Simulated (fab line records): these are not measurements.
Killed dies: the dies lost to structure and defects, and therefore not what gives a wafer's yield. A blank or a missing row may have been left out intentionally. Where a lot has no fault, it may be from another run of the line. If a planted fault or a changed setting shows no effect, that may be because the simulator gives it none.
fab line records	flow sky130
record: lots: 13	wafers: 39	last_day: 50
route steps=708 shown CONTACT@420 METAL1@449 PAD_OPEN@708
lots with no fault: from the same line, run without faults
start_h: the number of hours between the record's first day and the start of the first shown wafer of the lot	wait_h: hours elapsed since this lot's preceding step	" identical to the entry in the row above	L1.1+2: one row covering several wafers at once	- no value, or no start given	* or withheld: withheld	< > ~ a bound
route shown NAME@n: NAME is a module with steps in the file, n the number in the route of the first one	usual: mean/standard deviation taken from wafers without a fault	same: alike in all rows	chamber/n: place in a boat	sites: each site's reading	_std_site: how widely they spread, as a standard deviation	_edge_site: inner sites' mean taken away from outer sites' mean	radius_mm: for every site, how far away it sits from the centre of the wafer	mask NAME#n: copy n	behind: the last tool/chamber to shape the wafer	hold: cause of the lot's hold/its duration in hours/its outcome	device: which transistor (n, p or np) failed to switch	end of line: the tests these same wafers got at the end of their route	a step given without rows: its recipe and nothing more	killed: count of dies lost to structure and defects at first sort (not the wafer's yield)	map: a wafer's dies, marking killed ones x, the rest . and places with no die _
set.NAME: the setting as run; set.NAME@STEP: as run at that earlier step	model.NAME: the simulator's own value behind a step, which no gauge read
one table for each step of the route and one row for each wafer, over a sample of lots
services: when a tool's chamber went out of use (start_h, in hours from the record's first day, below 0 if earlier), for how many hours, and the reason
== steps ==
step: SKY_CONTACT_CD_MEAS_14
recipe: target_cd_nm: 170
usual: cd_nm: 170.4/1.1
lot.wafer	tool	chamber	start_h	wait_h	cd_nm
L100.1	cd_sem-02	-	734.46	-	170.9
L100.2	"	-	"	"	170.1
L100.5	"	-	"	"	169.9
L101.1	cd_sem-02	-	744.98	-	170.3
L101.2	"	-	"	"	170.2
L101.4	"	-	"	"	168.8
L102.3	cd_sem-02	-	753.12	-	171.0
L102.5	"	-	"	"	170.5
L102.6	"	-	"	"	170.8
L104.2	cd_sem-02	-	769.51	-	169.5
L104.3	"	-	"	"	171.1
L104.5	"	-	"	"	168.5
L105.2	cd_sem-02	-	778.71	-	171.0
L105.4	"	-	"	"	169.4
L105.6	"	-	"	"	169.8
L106.1	cd_sem-02	-	787.24	-	170.4
L106.2	"	-	"	"	170.9
L106.4	"	-	"	"	170.1
L108.1	cd_sem-02	-	797.66	-	172.7
L108.2	"	-	"	"	171.7
L108.6	"	-	"	"	171.4
L109.2	cd_sem-02	-	805.83	-	170.1
L109.3	"	-	"	"	171.6
L109.5	"	-	"	"	170.3
L110.2	cd_sem-02	-	814.58	-	171.8
L110.4	"	-	"	"	171.7
L110.6	"	-	"	"	171.5
L113.2	cd_sem-02	-	834.55	-	169.1
L113.3	"	-	"	"	169.2
L113.5	"	-	"	"	168.8
L114.1	cd_sem-01	-	847.68	-	171.5
L114.3	"	-	"	"	170.6
L114.4	"	-	"	"	172.0
L116.2	cd_sem-02	-	863.60	-	170.4
L116.4	"	-	"	"	169.1
L116.6	"	-	"	"	170.1
L122.1	cd_sem-01	-	903.28	-	171.1
L122.2	"	-	"	"	170.2
L122.4	"	-	"	"	171.5
step: SKY_CONTACT_ETCH_16
recipe: chemistry: N2/H2	target: BARC	ion_energy_ev: 200	source_w: 500	bias_w: 100	pressure_mtorr: 30	n2_flow_sccm: 100	h2_flow_sccm: 200	stop_on: SiO2	time_s: 45.9	target_depth_a: 600
usual: drypump_motor_current_A: 5.7/0.36	oes_product_au: 0.854/0.0048	throttle_valve_pct: 13.225/0.0098
lot.wafer	tool	chamber	start_h	wait_h	drypump_motor_current_A	oes_product_au	rf_hours_counter_h	throttle_valve_pct
L100.1	rie_diel-04	3	734.62	0.0	5.9	0.858	7	13.220
L100.2	"	1	"	"	5.0	0.856	18	13.223
L100.5	"	1	"	"	5.0	0.858	-	13.230
L101.1	rie_diel-02	2	745.13	0.0	5.6	0.855	18	13.224
L101.2	"	0	"	"	6.1	0.860	11	13.230
L101.4	"	1	"	"	5.6	0.862	8	13.236
L102.3	rie_diel-04	2	753.23	0.0	6.2	0.861	0	13.225
L102.5	"	2	"	"	6.2	0.852	-	13.228
L102.6	"	3	"	"	5.9	0.855	-	13.229
L104.2	rie_diel-03	3	769.64	0.0	5.5	0.864	14	13.220
L104.3	"	2	"	"	5.9	0.859	42	13.225
L104.5	"	1	"	"	4.9	0.863	-	13.232
L105.2	rie_diel-02	2	778.85	0.0	5.6	0.865	19	13.217
L105.4	"	1	"	"	5.6	0.854	9	13.229
L105.6	"	1	"	"	5.6	0.849	-	13.213
L106.1	rie_diel-03	1	787.39	0.0	4.9	0.852	4	13.210
L106.2	"	0	"	"	5.9	0.849	7	13.219
L106.4	"	1	"	"	4.9	0.861	-	13.251
L108.1	rie_diel-03	0	797.82	0.0	5.9	0.847	7	13.228
L108.2	"	1	"	"	4.9	0.856	4	13.226
L108.6	"	0	"	"	6.0	0.857	-	13.222
L109.2	rie_diel-02	2	805.97	0.0	5.6	0.854	19	13.228
L109.3	"	0	"	"	6.2	0.847	13	13.242
L109.5	"	3	"	"	5.6	0.851	-	13.222
L110.2	rie_diel-03	3	814.72	0.0	5.4	0.854	16	13.236
L110.4	"	2	"	"	5.9	0.852	0	13.243
L110.6	"	3	"	"	5.4	0.854	-	13.228
L113.2	rie_diel-02	2	834.68	0.0	5.6	0.853	20	13.212
L113.3	"	3	"	"	5.6	0.859	13	13.229
L113.5	"	0	"	"	6.1	0.854	-	13.239
L114.1	rie_diel-03	1	847.83	0.0	5.0	0.850	6	13.239
L114.3	"	0	"	"	5.9	0.851	9	13.208
L114.4	"	3	"	"	5.5	0.848	17	13.229
L116.2	rie_diel-02	2	863.74	0.0	5.6	0.849	21	13.221
L116.4	"	0	"	"	6.1	0.850	15	13.226
L116.6	"	3	"	"	5.6	0.845	-	13.235
L122.1	rie_diel-02	1	903.44	0.0	5.6	0.843	12	13.206
L122.2	"	0	"	"	6.1	0.860	16	13.230
L122.4	"	3	"	"	5.6	0.849	15	13.215
step: SKY_CONTACT_CMP_27
recipe: stop_on: SiO2	t_overpolish_s: 15	down_force_psi: 3.5	platen_rpm: 60	target_thk_nm: 0	pad_velocity_m_s: 0.94248
usual: motor_current_A: 10.9/0.83	overpolish_run_s: 15.000/0.0085	time_to_endpoint_s: 82/4.4
lot.wafer	tool	chamber	start_h	wait_h	motor_current_A	overpolish_run_s	time_to_endpoint_s
L100.2	cmp-02	3	735.75	0.1	9.8	14.993	86
L100.1	"	1	"	"	11.0	14.985	76
L100.5	"	2	"	"	11.1	14.981	83
L101.4	cmp-02	2	746.28	0.1	11.4	15.011	82
L101.1	"	3	"	"	9.3	15.011	86
L101.2	"	0	"	"	11.4	15.002	84
L102.3	cmp-02	2	754.38	0.1	11.6	14.997	81
L102.5	"	1	"	"	10.9	14.987	75
L102.6	"	2	"	"	10.7	15.004	80
L104.3	cmp-01	2	770.77	0.1	11.5	15.003	78
L104.2	"	0	"	"	12.7	14.990	76
L104.5	"	1	"	"	10.0	14.998	79
L105.4	cmp-01	1	780.09	0.2	10.6	14.986	80
L105.2	"	2	"	"	12.1	14.992	84
L105.6	"	2	"	"	11.5	15.008	84
L106.1	cmp-02	2	788.48	0.1	11.1	15.001	85
L106.4	"	0	"	"	11.0	14.987	83
L106.2	"	1	"	"	10.8	15.014	79
L108.2	cmp-02	0	798.99	0.0	11.1	15.002	85
L108.1	"	3	"	"	9.2	14.985	89
L108.6	"	0	"	"	11.4	14.997	88
L109.2	cmp-02	0	807.14	0.1	11.3	14.993	83
L109.3	"	2	"	"	10.7	14.991	82
L109.5	"	0	"	"	11.4	14.998	81
L110.4	cmp-01	3	815.80	0.0	11.1	14.998	83
L110.2	"	1	"	"	10.4	14.997	80
L110.6	"	3	"	"	11.3	15.014	82
L113.2	cmp-02	1	835.95	0.1	10.6	0.043	125
L113.3	"	2	"	"	10.9	0.036	124
L113.5	"	0	"	"	11.5	14.997	81
L114.4	cmp-01	1	848.95	0.0	10.9	15.009	77
L114.1	"	3	"	"	10.6	15.008	83
L114.3	"	0	"	"	11.8	14.996	80
L116.2	cmp-01	2	864.92	0.1	11.7	14.990	83
L116.4	"	3	"	"	11.7	14.992	78
L116.6	"	0	"	"	11.8	15.001	77
L122.1	cmp-01	1	904.52	0.1	10.5	15.009	76
L122.4	"	2	"	"	11.4	15.011	85
L122.2	"	0	"	"	12.4	14.998	79
step: SKY_METAL1_CD_MEAS_15
recipe: target_cd_nm: 140
usual: cd_nm: 139.5/1.6
lot.wafer	tool	chamber	start_h	wait_h	cd_nm
L100.1	cd_sem-02	-	763.33	-	137.9
L100.2	"	-	"	"	135.8
L100.5	"	-	"	"	136.1
L101.1	cd_sem-02	-	773.73	-	138.8
L101.2	"	-	"	"	140.9
L101.4	"	-	"	"	138.8
L102.3	cd_sem-02	-	781.96	-	141.7
L102.5	"	-	"	"	141.6
L102.6	"	-	"	"	142.1
L104.2	cd_sem-02	-	797.80	-	140.4
L104.3	"	-	"	"	138.9
L104.5	"	-	"	"	138.5
L105.2	cd_sem-02	-	806.66	-	138.1
L105.4	"	-	"	"	136.8
L105.6	"	-	"	"	136.6
L106.1	cd_sem-02	-	816.02	-	139.8
L106.2	"	-	"	"	140.6
L106.4	"	-	"	"	140.3
L108.1	cd_sem-02	-	826.09	-	138.2
L108.2	"	-	"	"	137.5
L108.6	"	-	"	"	139.7
L109.2	cd_sem-02	-	833.47	-	138.5
L109.3	"	-	"	"	139.0
L109.5	"	-	"	"	139.9
L110.2	cd_sem-01	-	842.00	-	138.1
L110.4	"	-	"	"	136.3
L110.6	"	-	"	"	137.2
L113.5	cd_sem-01	-	862.16	-	140.0
L114.1	cd_sem-01	-	874.57	-	139.8
L114.3	"	-	"	"	139.3
L114.4	"	-	"	"	140.7
L116.2	cd_sem-02	-	890.74	-	140.0
L116.4	"	-	"	"	140.6
L116.6	"	-	"	"	140.3
L122.1	cd_sem-02	-	928.77	-	138.0
L122.2	"	-	"	"	138.7
L122.4	"	-	"	"	140.5
step: SKY_PAD_OPEN_PROBE_99
usual: killed_at_M0_to_M3: 43/7.3	killed_at_M4_up: 3.1/1.7	killed_at_contacts: 25/5.3	killed_at_front_end: 14/4.1	killed_at_other: 0.3/0.56	killed_dies: 85/9.4	killed_on_rim: 17/4	killed_open: 46/7.4	killed_short: 38/5.8
same: gross_dies: 492	killed_at_back_side: 0
lot.wafer	tool	chamber	start_h	wait_h	killed_at_M0_to_M3	killed_at_M4_up	killed_at_contacts	killed_at_front_end	killed_at_other	killed_dies	killed_on_rim	killed_open	killed_short
L106.1	prober-01	-	1118.15	0.1	50	2	20	12	0	84	12	46	38
L106.2	prober-01	-	1118.20	0.1	42	0	25	12	1	80	10	48	32
L106.4	prober-01	-	1118.30	0.2	40	2	26	8	1	77	11	43	33
L113.2	prober-02	-	1150.94	0.1	43	4	423	20	2	492	96	48	52
L113.3	prober-02	-	1150.99	0.2	34	1	448	9	0	492	96	35	27
L113.5	prober-02	-	1151.09	0.2	52	4	18	15	0	89	18	42	47
L116.2	prober-01	-	1169.36	0.1	37	0	28	10	0	75	11	40	35
L116.4	prober-01	-	1169.46	0.2	46	4	20	12	0	82	20	49	33
L116.6	prober-01	-	1169.56	0.2	43	3	22	18	0	86	13	49	37
killed by level:class
L106.1 VIA1:geometric_particle:open=16 METAL1:geometric_particle:short=8 CONTACT:geometric_particle:open=7 VIA3:geometric_particle:short=6 CONTACT:geometric_particle:short=5 VIA1:geometric_particle:short=5 LI_CONTACT:geometric_particle:open=4 VIA2:geometric_particle:open=4
L106.2 CONTACT:geometric_particle:open=11 VIA1:geometric_particle:open=11 VIA2:geometric_particle:open=8 LI_CONTACT:geometric_particle:open=6 VIA3:geometric_particle:short=6 METAL1:geometric_particle:short=4 POLY_GATE:geometric_particle:open=3 POLY_GATE:geometric_particle:short=3
L106.4 CONTACT:geometric_particle:open=11 LI_CONTACT:geometric_particle:open=9 VIA1:geometric_particle:open=8 METAL2:geometric_particle:short=8 VIA2:geometric_particle:open=7 VIA1:geometric_particle:short=5 METAL1:geometric_particle:short=4 LI_CONTACT:geometric_particle:short=3
L113.2 CONTACT:area_cmp=392 VIA2:geometric_particle:open=9 CONTACT:geometric_particle:open=9 VIA1:geometric_particle:open=9 METAL1:geometric_particle:short=7 CONTACT:geometric_particle:short=7 FIELD_ISO:geometric_particle:short=6 LI_CONTACT:geometric_particle:open=6
L113.3 CONTACT:area_cmp=430 VIA1:geometric_particle:open=8 CONTACT:geometric_particle:open=7 VIA3:geometric_particle:open=6 METAL2:geometric_particle:short=6 LOCAL_INTERCONNECT:geometric_particle:short=5 FIELD_ISO:geometric_particle:open=4 CONTACT:geometric_particle:short=4
L113.5 VIA1:geometric_particle:open=14 METAL1:geometric_particle:short=8 POLY_GATE:geometric_particle:short=6 CONTACT:geometric_particle:open=6 VIA1:geometric_particle:short=6 CONTACT:geometric_particle:short=5 VIA3:geometric_particle:open=5 METAL3:geometric_particle:short=4
L116.2 CONTACT:geometric_particle:open=12 VIA1:geometric_particle:open=10 FIELD_ISO:geometric_particle:short=5 LI_CONTACT:geometric_particle:open=5 METAL1:geometric_particle:short=5 VIA3:geometric_particle:short=5 CONTACT:geometric_particle:short=4 VIA2:geometric_particle:open=4
L116.4 VIA1:geometric_particle:open=11 VIA2:geometric_particle:open=9 CONTACT:geometric_particle:short=6 CONTACT:geometric_particle:open=6 LI_CONTACT:geometric_particle:open=5 FIELD_ISO:geometric_particle:open=4 METAL2:geometric_particle:short=4 METAL1:geometric_particle:short=4
L116.6 VIA1:geometric_particle:open=11 CONTACT:geometric_particle:open=7 FIELD_ISO:geometric_particle:short=6 FIELD_ISO:geometric_particle:open=6 METAL2:geometric_particle:short=6 VIA3:geometric_particle:open=6 VIA2:geometric_particle:open=6 LI_CONTACT:geometric_particle:open=4
== services ==
tool	chamber	start_h	hours	kind
rie_diel-04	2	718.21	-	clean
rie_diel-04	2	718.21	16.4	scheduled_down
rie_diel-04	2	718.21	16.4	vent_cycle
cmp-02	-	725.80	3.7	repair
cmp-01	-	744.11	4.0	pm
rie_diel-02	1	746.39	23.2	repair
cmp-01	-	747.65	1.1	repair
cmp-01	-	748.11	-	consumable_replace:conditioner
cmp-01	-	748.11	-	consumable_replace:pad
rie_diel-02	2	759.12	6.2	repair
cmp-01	-	761.06	4.8	pm
cmp-02	-	762.19	2.6	repair
rie_diel-04	-	774.05	2.8	pm
rie_diel-03	2	781.63	-	clean
rie_diel-03	2	781.63	24.5	scheduled_down
rie_diel-03	2	781.63	24.5	vent_cycle
rie_diel-02	1	789.37	4.6	repair
cmp-02	-	812.50	12.4	pm
cmp-02	-	831.38	0.6	repair
cmp-02	-	846.90	5.6	pm
rie_diel-02	0	851.50	2.8	repair
cmp-01	-	874.98	3.9	repair
rie_diel-04	-	892.11	28.1	pm
cmp-01	-	894.80	0.4	repair
== key ==
first_sign: step: SKY_CONTACT_CMP_27	reading: overpolish_run_s	direction: down	sigmas: 99+	usual: 15.000	struck: 0.040
effect: step: SKY_CONTACT_CMP_27	reading: time_to_endpoint_s	direction: up	sigmas: 9.8	usual: *	struck: *
effect: step: SKY_PAD_OPEN_PROBE_99	reading: killed_at_contacts	direction: up	sigmas: 78	usual: 25	struck: 436
more_kills_born_at: SKY_CONTACT_CMP_27@cmp-02: 822
met_at SKY_CONTACT_CMP_27
struck_lots L113
struck_wafers L113.2,L113.3
later_rows_left_out L113.2,L113.3
tester_left_out L113
not_acting_at SKY_CONTACT_CD_MEAS_14,SKY_CONTACT_ETCH_16,SKY_METAL1_CD_MEAS_15
onset_between 807.14 835.95
fault: kind: process_parameter_drift	tool: cmp-02	chamber: -	onset_h: 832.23	steps: SKY_CONTACT_CMP_27	channel: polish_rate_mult	offset: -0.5	shape: step	end_h: 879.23	scope: struck_wafers_only
tester_left_out: of these lots the tester's yield and bins aren't shown, on N5 and GAA mostly nor the transistor test; their killed dies are dies lost to structure and defects alone, not to doping, threshold or leakage, so they don't give the yield
later_rows_left_out: the simulator's readings of these wafers behind a module that went badly wrong aren't trusted and aren't shown, but for the sort
